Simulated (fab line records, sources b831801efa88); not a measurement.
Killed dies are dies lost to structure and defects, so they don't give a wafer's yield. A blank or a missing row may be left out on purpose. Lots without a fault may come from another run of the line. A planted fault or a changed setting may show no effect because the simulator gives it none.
Split-lot experiment | flow sfq_line | 5 lots, 23 wafers read, on a route of 325 steps

THE SPLIT
At SFQ_TRILAYER_M4_LITHO_COAT_098 (resist thk 62 nm), the setting resist_thk_nm was moved away from the recipe's 62 nm on 8 of the 23 wafers read, by -5.5% to +4.9%. The other wafers ran this setting at the recipe's value.

The reading is taken at the split's own step.

THE READING
BARC_of_TRILAYER_M4_LITHO_COAT_098.thk_nm (the simulator's own value, which no gauge read), in nm, at SFQ_TRILAYER_M4_LITHO_COAT_098 (resist thk 62 nm). The file gives no usual value for it. The 15 wafers here that ran the recipe average 62.16 nm, standard deviation 0.15 nm.

wafer  | tool, chamber at the split | resist_thk_nm as run, nm | against the recipe | BARC_of_TRILAYER_M4_LITHO_COAT_098.thk_nm, nm | against lot-mates on the recipe
L077.1 | litho_track-04, 0          | 62                       | recipe             | 62.1                                          | -
L077.2 | litho_track-04, 0          | 62                       | recipe             | 62.21                                         | -
L077.6 | litho_track-04, 0          | 62                       | recipe             | 62.21                                         | -
L077.3 | litho_track-04, 0          | 62                       | recipe             | 62.15                                         | -
L077.4 | litho_track-04, 0          | 62                       | recipe             | 62.19                                         | -
L078.1 | litho_track-01, 0          | 58.57                    | -5.5%              | 58.7                                          | -3.32
L078.2 | litho_track-01, 0          | 58.57                    | -5.5%              | 58.47                                         | -3.55
L078.3 | litho_track-01, 0          | 58.57                    | -5.5%              | 58.48                                         | -3.54
L078.5 | litho_track-01, 0          | 62                       | recipe             | 61.98                                         | -
L078.6 | litho_track-01, 0          | 62                       | recipe             | 62.06                                         | -
L079.1 | litho_track-01, 0          | 62                       | recipe             | 62.15                                         | -
L079.2 | litho_track-01, 0          | 59.47                    | -4.1%              | 59.54                                         | -2.57
L079.3 | litho_track-01, 0          | 59.47                    | -4.1%              | 59.41                                         | -2.70
L079.4 | litho_track-01, 0          | 59.47                    | -4.1%              | 59.4                                          | -2.71
L079.6 | litho_track-01, 0          | 62                       | recipe             | 62.07                                         | -
L082.1 | litho_track-02, 0          | 65.03                    | +4.9%              | 65.44                                         | +3.04
L082.3 | litho_track-02, 0          | 65.03                    | +4.9%              | 65.44                                         | +3.04
L082.4 | litho_track-02, 0          | 62                       | recipe             | 62.38                                         | -
L082.5 | litho_track-02, 0          | 62                       | recipe             | 62.28                                         | -
L082.6 | litho_track-02, 0          | 62                       | recipe             | 62.54                                         | -
L084.1 | litho_track-01, 0          | 62                       | recipe             | 62.02                                         | -
L084.4 | litho_track-01, 0          | 62                       | recipe             | 62.1                                          | -
L084.5 | litho_track-01, 0          | 62                       | recipe             | 61.93                                         | -

THE FIT
A straight line over all 23 wafers: BARC_of_TRILAYER_M4_LITHO_COAT_098.thk_nm changes by +0.661 nm for each +1% of resist_thk_nm; r = +1.00; the points scatter about the line by 0.14 nm.
The same after taking each lot's own level away (the mean of its wafers on the recipe; 23 wafers): +0.631 nm for each +1%; r = +1.00; scatter 0.08 nm.
On that fit, the largest move of resist_thk_nm shifts the reading by 3.5 nm.
The lots' own levels span 62.017 to 62.400 nm, that is 2.5 times the standard deviation above.
So the lot-to-lot level changes the slope little: the two slopes agree.
Check: with one of the wafers moved furthest among these (-5.5%) left out of the fit, the line predicts -3.54 nm for it against its lot-mates. It came out at -3.32 nm against them.

OTHER SPLITS ON THESE WAFERS
These wafers also went through other splits before the reading. Each is held against what the fit with the lots' levels taken away leaves over:
other split on the same wafers                   | wafers away from the commonest value | r with BARC_of_TRILAYER_M4_LITHO_COAT_098.thk_nm (lot level and that fit taken away)
SFQ_TRILAYER_M1_BARC_OPEN_METAL_ETCH_054 icp_w   | 7                                    | -0.13
SFQ_TRILAYER_I1_VIA_LITHO_COAT_049 spin_rpm      | 9                                    | +0.02
SFQ_TRILAYER_I1_VIA_ETCH_VIA_ETCH_052 source_w   | 8                                    | +0.17
SFQ_TRILAYER_M2_LITHO_PEB_060 peb_temp_c         | 8                                    | -0.20
SFQ_TRILAYER_I2_VIA_LITHO_COAT_067 resist_thk_nm | 7                                    | -0.02
SFQ_TRILAYER_M3_LITHO_PEB_078 peb_time_s         | 8                                    | +0.40
SFQ_TRILAYER_M3_BARC_OPEN_METAL_ETCH_100 bias_w  | 8                                    | +0.18
SFQ_TRILAYER_I3_VIA_LITHO_COAT_090 spin_rpm      | 7                                    | +0.31

THE FILE'S OWN FIT
BARC_of_TRILAYER_M4_LITHO_COAT_098.thk_nm changes by +0.631 nm for each +1% of resist_thk_nm, r = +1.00.
